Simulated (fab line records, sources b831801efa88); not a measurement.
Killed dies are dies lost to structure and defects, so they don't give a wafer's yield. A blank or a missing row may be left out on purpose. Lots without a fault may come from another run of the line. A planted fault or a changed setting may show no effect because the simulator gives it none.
A struck lot beside a sound one | flow sky130 | 14 steps out of a route of 708
Sound: wafers L567.1, L567.2, L567.6. Struck: wafers L558.1, L558.2, L558.4. The cause comes at the end.
At each step with rows: each side's tool, then ch and its chambers, then its first start. Under that, the readings that differ: sound wafers | struck wafers | difference of the means | sigmas: that difference in standard deviations of wafers without a fault.
alike: readings whose means differ by less than 2 such deviations, and words and numbers that are the same on both sides. not compared: withheld readings, readings that some wafer has no value for, bounds like >300 that may hide the same value, and numbers for which the record gives no deviation and whose values overlap.
The two part at a step that has a row with sigmas, a row that says differs or no value, or rows on one side only. Numbers that don't overlap but have no deviation are shown without sigmas and don't part them. A reading that every wafer of one side lacks parts them only if that side has two wafers or more.

first, 2 steps without rows for these wafers: SKY_VT_ADJUST_NCORE_PEB_05; SKY_VT_ADJUST_NCORE_DEVELOP_06 (develop time 60 s).
SKY_VT_ADJUST_NCORE_CD_MEAS_07: target cd 380 nm.
  sound on cd_sem-01, day 12 23:16; struck on cd_sem-01, day 10 09:26
  alike: cd_nm
SKY_VT_ADJUST_NCORE_OVL_MEAS_08:
  sound on overlay-02, day 12 23:23; struck on overlay-01, day 10 09:34
  alike: VT_ADJUST_NCORE_OVL
then, 1 step without rows for these wafers: SKY_VT_ADJUST_NCORE_IMPLANT_09.
SKY_VT_ADJUST_NCORE_STRIP_10: strips in O2/N2.
  sound on plasma_asher-01 ch 0,1, day 12 23:34; struck on plasma_asher-02 ch 0,1, day 10 09:44
  reading                      | sound             | struck            | difference | sigmas
  strip_time_to_endpoint_s (s) | 14.12 14.08 14.10 | 14.20 14.18 14.21 | +0.10      | +2
  alike: drypump_motor_current_A, oes_product_au
  not compared: rf_hours_counter_h
SKY_VT_ADJUST_NCORE_TW_MEAS_11:
  sound on film_metro-04, day 12 23:40; struck on film_metro-02, day 10 09:50
  alike: VT_ADJUST_NCORE_TW
then, 5 steps without rows for these wafers: SKY_VT_ADJUST_HVTR_DEHYDRATE_00 (time 60 s); SKY_VT_ADJUST_HVTR_HMDS_01 (prime time 60 s); SKY_VT_ADJUST_HVTR_COAT_02 (resist thk 1140 nm); SKY_VT_ADJUST_HVTR_SOFTBAKE_03 (time 60 s); SKY_VT_ADJUST_HVTR_EXPOSE_04 (exposes mask HVTRM, target cd 380 nm).
SKY_VT_ADJUST_HVTR_PEB_05:
  sound on litho_track-03 ch 0, day 14 01:05; struck on litho_track-03, day 11 07:02
  reading         | sound          | struck | difference                    | sigmas
  exhaust_pa (Pa) | 43.8 45.1 45.3 | - - -  | no value on the struck wafers |
  not compared: chill_plate_temp_C
then, 1 step without rows for these wafers: SKY_VT_ADJUST_HVTR_DEVELOP_06 (develop time 60 s).

WHERE THEY PART
First at SKY_VT_ADJUST_NCORE_STRIP_10; last, within this record, at SKY_VT_ADJUST_HVTR_PEB_05.

WHY: what the simulator had put in
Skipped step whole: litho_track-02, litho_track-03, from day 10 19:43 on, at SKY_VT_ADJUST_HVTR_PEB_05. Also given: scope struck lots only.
